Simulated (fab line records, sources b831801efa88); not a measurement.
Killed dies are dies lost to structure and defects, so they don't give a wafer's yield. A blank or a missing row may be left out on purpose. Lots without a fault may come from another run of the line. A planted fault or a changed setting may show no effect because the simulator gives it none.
A struck lot beside a sound one | flow sky130 | 43 steps out of a route of 708
Sound: wafers L814.3, L814.4, L814.5. Struck: wafers L824.1, L824.3, L824.6. The cause comes at the end.
At each step with rows: each side's tool, then ch and its chambers, then its first start. Under that, the readings that differ: sound wafers | struck wafers | difference of the means | sigmas: that difference in standard deviations of wafers without a fault.
alike: readings whose means differ by less than 2 such deviations, and words and numbers that are the same on both sides. not compared: withheld readings, readings that some wafer has no value for, bounds like >300 that may hide the same value, and numbers for which the record gives no deviation and whose values overlap.
The two part at a step that has a row with sigmas, a row that says differs or no value, or rows on one side only. Numbers that don't overlap but have no deviation are shown without sigmas and don't part them. A reading that every wafer of one side lacks parts them only if that side has two wafers or more.

first, 8 steps without rows for these wafers: SKY_LI_CONTACT_DEHYDRATE_04 (time 60 s); SKY_LI_CONTACT_HMDS_05 (prime time 60 s); SKY_LI_CONTACT_COAT_06 (resist thk 60 nm); SKY_LI_CONTACT_COAT_07 (resist thk 450 nm); SKY_LI_CONTACT_SOFTBAKE_08 (time 90 s); SKY_LI_CONTACT_EXPOSE_09 (exposes mask LICM1, target cd 170 nm); SKY_LI_CONTACT_PEB_10; SKY_LI_CONTACT_DEVELOP_11 (develop time 60 s).
SKY_LI_CONTACT_CD_MEAS_12: target cd 170 nm.
  sound on cd_sem-01, day 33 10:28; struck on cd_sem-01, day 36 01:01
  alike: cd_nm
SKY_LI_CONTACT_OVL_MEAS_13:
  sound on overlay-01, day 33 10:34; struck on overlay-01, day 36 01:08
  alike: LI_CONTACT_OVL
then, 2 steps without rows for these wafers: SKY_LI_CONTACT_ETCH_14 (etches BARC in N2/H2, stops on SiO2, time 45.9 s, target depth 60 nm); SKY_LI_CONTACT_ETCH_15 (etches PSG in C4F8/O2/Ar, stops on Si, target depth 600 nm).
SKY_LI_CONTACT_STRIP_16: strips in O2/N2.
  sound on plasma_asher-04 ch 0,1, day 33 10:44; struck on plasma_asher-04 ch 1, day 36 01:18
  alike: drypump_motor_current_A, oes_product_au, strip_time_to_endpoint_s
  not compared: rf_hours_counter_h
then, 4 steps without rows for these wafers: SKY_LI_CONTACT_CLEAN_17 (cleans in NMP, time 600 s); SKY_LI_CONTACT_PRE_CLEAN_18 (time 5.6 s); SKY_LI_CONTACT_SPUTTER_19 (material Ti, target thk 20 nm, time 106.37 s); SKY_LI_CONTACT_SPUTTER_20 (material TiN, target thk 20 nm, time 80 s).
SKY_LI_CONTACT_CVD_21: deposits W, target thk 400 nm, time 120.56 s.
  sound on cvd_w-02 ch 0,1, day 33 11:11; struck on cvd_w-01 ch 0,1, day 36 01:44
  alike: heater_power_w
  not compared: since_wet_clean_h
SKY_LI_CONTACT_RS_MEAS_22: measures by four-point-probe.
  sound on film_metro-01, day 33 11:18; struck on film_metro-01, day 36 01:52
  alike: LI_CONTACT_W_RS
SKY_LI_CONTACT_THK_MEAS_23: measures by xrf.
  sound on film_metro-01, day 33 11:24; struck on film_metro-01, day 36 01:59
  alike: LI_CONTACT_W_THK
SKY_LI_CONTACT_CMP_24: polishes, stops on PSG, t overpolish 20 s, target thk 0 nm.
  sound on cmp-02 ch 1,2, day 33 11:26; struck on cmp-02 ch 1,2,3, day 36 02:03
  alike: edge_zone_pressure_frac, motor_current_A, overpolish_run_s, time_to_endpoint_s
SKY_LOCAL_INTERCONNECT_SPUTTER_00: material TiN, target thk 100 nm, time 83.3 s.
  sound on pvd_sputter-04, day 33 11:44; struck on pvd_sputter-02, day 36 02:21
  alike: throttle_valve_pct
SKY_LOCAL_INTERCONNECT_RS_MEAS_01: measures by four-point-probe.
  sound on film_metro-02, day 33 11:53; struck on film_metro-02, day 36 02:25
  alike: LOCAL_INTERCONNECT_TIN_RS
SKY_LOCAL_INTERCONNECT_THK_MEAS_02: measures by xrf.
  sound on film_metro-02, day 33 11:59; struck on film_metro-02, day 36 02:32
  alike: LOCAL_INTERCONNECT_TIN_THK
then, 8 steps without rows for these wafers: SKY_LOCAL_INTERCONNECT_DEHYDRATE_03 (time 60 s); SKY_LOCAL_INTERCONNECT_HMDS_04 (prime time 60 s); SKY_LOCAL_INTERCONNECT_COAT_05 (resist thk 60 nm); SKY_LOCAL_INTERCONNECT_COAT_06 (resist thk 450 nm); SKY_LOCAL_INTERCONNECT_SOFTBAKE_07 (time 90 s); SKY_LOCAL_INTERCONNECT_EXPOSE_08 (exposes mask LI1M, target cd 170 nm); SKY_LOCAL_INTERCONNECT_PEB_09; SKY_LOCAL_INTERCONNECT_DEVELOP_10 (develop time 60 s).
SKY_LOCAL_INTERCONNECT_CD_MEAS_11: target cd 170 nm.
  sound on cd_sem-01, day 34 13:43; struck on cd_sem-02, day 37 04:20
  alike: cd_nm
SKY_LOCAL_INTERCONNECT_OVL_MEAS_12:
  sound on overlay-01, day 34 13:48; struck on overlay-02, day 37 04:27
  alike: LOCAL_INTERCONNECT_OVL
SKY_LOCAL_INTERCONNECT_ETCH_13: etches BARC in N2/H2, stops on SiO2, time 45.9 s, target depth 60 nm.
  sound on rie_metal-03 ch 0,1, day 34 13:50; struck on rie_metal-02 ch 0,1, day 37 04:29
  alike: drypump_motor_current_A, oes_product_au, throttle_valve_pct
  not compared: rf_hours_counter_h
SKY_LOCAL_INTERCONNECT_METAL_ETCH_14: etches TiN in Cl2/BCl3, stops on PSG, target depth 110 nm, time 31.4 s.
  sound on rie_metal-03 ch 0,1, day 34 13:54; struck on rie_metal-02 ch 0,1, day 37 04:33
  alike: bcl3_flow_sccm, drypump_motor_current_A, oes_product_au, throttle_valve_pct
  not compared: rf_hours_counter_h
then, 5 steps without rows for these wafers: SKY_LOCAL_INTERCONNECT_STRIP_15 (strips in O2/N2); SKY_LOCAL_INTERCONNECT_STRIP_16 (strips in post etch residue remover, time 1200 s); SKY_LOCAL_INTERCONNECT_CLEAN_17 (cleans in IPA, time 180 s); SKY_LOCAL_INTERCONNECT_CLEAN_18 (cleans in O3/DIW); SKY_CONTACT_CVD_00 (deposits Si3N4, target thk 75 nm).
SKY_CONTACT_THK_MEAS_01:
  sound on film_metro-03, day 34 14:38; struck on film_metro-01, day 37 05:16
  alike: CONTACT_CVD_00_THK
-- the record jumps here: 14 days lie between the struck wafers' starts before and after (it left off in module CONTACT and takes up again in module PAD_OPEN, whose first step shown is number 708 of the route) --
SKY_PAD_OPEN_PROBE_99:
  sound on prober-01, day 49 01:00; struck on prober-01, day 50 20:52
  reading            | sound    | struck                                                                     | difference                   | sigmas
  hold               | - - -    | await_dispo/2.1h/release await_dispo/2.1h/release await_dispo/2.1h/release | no value on the sound wafers |
  killed_at_contacts | 21 17 15 | 57 40 48                                                                   | +31                          | +6
  killed_dies        | 79 70 76 | 126 97 98                                                                  | +32                          | +4
  alike: killed_at_M0_to_M3, killed_at_M4_up, killed_at_front_end, killed_at_other, killed_open, killed_short

WHERE THEY PART
Only at SKY_PAD_OPEN_PROBE_99, within this record.

WHY: what the simulator had put in
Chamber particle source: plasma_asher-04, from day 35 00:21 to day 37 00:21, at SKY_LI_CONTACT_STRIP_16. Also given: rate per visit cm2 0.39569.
